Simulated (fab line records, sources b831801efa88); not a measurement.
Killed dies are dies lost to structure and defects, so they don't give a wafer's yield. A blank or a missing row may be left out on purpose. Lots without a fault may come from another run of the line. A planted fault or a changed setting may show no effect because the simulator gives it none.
Split-lot experiment | flow sfq_line | 5 lots, 23 wafers read, on a route of 325 steps

THE SPLIT
At SFQ_TRILAYER_I1_VIA_LITHO_EXPOSE_050 (exposes mask I1, target cd 500 nm), the setting dose_mj was moved away from the recipe's 21.3 on 5 of the 23 wafers read, by -7.4% to +4.7%. The other wafers ran this setting at the recipe's value.

FROM THE SPLIT TO THE READING: what the file shows between them, 2 steps
- SFQ_TRILAYER_I1_VIA_LITHO_PEB_052: peb time 60 s
- SFQ_TRILAYER_I1_VIA_LITHO_DEVELOP_051: time 60 s

THE READING
I1.cd_nm (the simulator's own value, which no gauge read), in nm, at SFQ_TRILAYER_I1_VIA_BARC_OPEN_VIA_ETCH_071 (etches BARC in O2, target depth 125 nm, time 41.7 s). The file gives no usual value for it. The 18 wafers here that ran the recipe average 499.7 nm, standard deviation 1.1 nm.

wafer  | tool, chamber at the split | dose_mj as run | against the recipe | I1.cd_nm, nm | against lot-mates on the recipe
L075.1 | krf_scanner-01, 0          | 21.3           | recipe             | 501.4        | -
L075.2 | krf_scanner-01, 0          | 21.3           | recipe             | 499.6        | -
L075.3 | krf_scanner-01, 0          | 22.3           | +4.7%              | 508.6        | +8.0
L075.4 | krf_scanner-01, 0          | 21.3           | recipe             | 500.7        | -
L075.6 | krf_scanner-01, 0          | 22.3           | +4.7%              | 508.8        | +8.2
L078.2 | krf_scanner-01, 0          | 21.3           | recipe             | 499.3        | -
L078.3 | krf_scanner-01, 0          | 21.3           | recipe             | 497.8        | -
L078.4 | krf_scanner-01, 0          | 21.3           | recipe             | 498.1        | -
L078.5 | krf_scanner-01, 0          | 21.3           | recipe             | 498.1        | -
L078.6 | krf_scanner-01, 0          | 21.3           | recipe             | 498.5        | -
L080.1 | krf_scanner-01, 0          | 21.3           | recipe             | 499.5        | -
L080.3 | krf_scanner-01, 0          | 21.3           | recipe             | 498.8        | -
L080.4 | krf_scanner-01, 0          | 21.3           | recipe             | 499.9        | -
L083.1 | krf_scanner-02, 0          | 21.3           | recipe             | 500.2        | -
L083.2 | krf_scanner-02, 0          | 19.72          | -7.4%              | 488.7        | -11.1
L083.3 | krf_scanner-02, 0          | 19.72          | -7.4%              | 488.9        | -10.9
L083.4 | krf_scanner-02, 0          | 21.3           | recipe             | 499.4        | -
L083.5 | krf_scanner-02, 0          | 19.72          | -7.4%              | 487.8        | -12.0
L084.1 | krf_scanner-02, 0          | 21.3           | recipe             | 500.5        | -
L084.2 | krf_scanner-02, 0          | 21.3           | recipe             | 501.4        | -
L084.3 | krf_scanner-02, 0          | 21.3           | recipe             | 499.9        | -
L084.5 | krf_scanner-02, 0          | 21.3           | recipe             | 500.6        | -
L084.6 | krf_scanner-02, 0          | 21.3           | recipe             | 500.7        | -

THE FIT
A straight line over all 23 wafers: I1.cd_nm changes by +1.61 nm for each +1% of dose_mj; r = +0.98; the points scatter about the line by 1.1 nm.
The same after taking each lot's own level away (the mean of its wafers on the recipe; 23 wafers): +1.58 nm for each +1%; r = +0.99; scatter 0.58 nm.
On that fit, the largest move of dose_mj shifts the reading by 12 nm.
The lots' own levels span 498.36 to 500.62 nm, that is 2.1 times the standard deviation above.
So the lot-to-lot level changes the slope little: the two slopes agree.
Check: with one of the wafers moved furthest among these (-7.4%) left out of the fit, the line predicts -11.8 nm for it against its lot-mates. It came out at -11.1 nm against them.

THE FILE'S OWN FIT
I1.cd_nm changes by +1.59 nm for each +1% of dose_mj, r = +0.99.
